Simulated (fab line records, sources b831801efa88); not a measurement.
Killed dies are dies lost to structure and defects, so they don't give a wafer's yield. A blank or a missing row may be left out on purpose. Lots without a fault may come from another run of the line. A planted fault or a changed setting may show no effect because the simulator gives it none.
Which tool did it? | flow gf180mcu | 6 lots, 17 wafers sampled, at 1 step of a route of 602

WHAT THE GAUGES READ, wafer by wafer
GF_STI_CD_MEAS_12: target cd 220 nm.
lot  | measured    | on        | cd_nm (nm)
L546 | day 2 12:04 | cd_sem-01 | 219.0 219.8 220.2
L550 | day 3 08:49 | cd_sem-01 | 216.9 217.8 217.8
L554 | day 4 04:47 | cd_sem-02 | 220.3 220.7 221.2
L556 | day 4 14:43 | cd_sem-01 | 221.4 221.6 221.1
L561 | day 5 17:28 | cd_sem-01 | 219.1 218.9
L565 | day 6 13:56 | cd_sem-01 | 219.7 219.7 219.2

WHICH TOOL RAN EACH LOT (tool, then ch and the chambers of the sampled wafers, then the start)
The record holds no process step before these readings.

THE ANSWER, worked out from the rows above alone
Rule: what is usual is taken from the lots themselves. Put in order of their means at a reading, lots are off if they are a third of the lots or fewer, leave a main group of 4 or more, and stand apart from it by a gap of 3 or more times the standard deviation of the main group's means; of several such gaps the widest counts. A main group whose means are all the same, to the digits that the tables above print for the reading, isn't used. A lot without any number at a reading at which 4 lots or more have one is off too. The other lots that the step has rows for count as sound.
No lot is off at any reading shown: from this, nothing can be told.

WHAT THE SIMULATOR HAD PUT IN
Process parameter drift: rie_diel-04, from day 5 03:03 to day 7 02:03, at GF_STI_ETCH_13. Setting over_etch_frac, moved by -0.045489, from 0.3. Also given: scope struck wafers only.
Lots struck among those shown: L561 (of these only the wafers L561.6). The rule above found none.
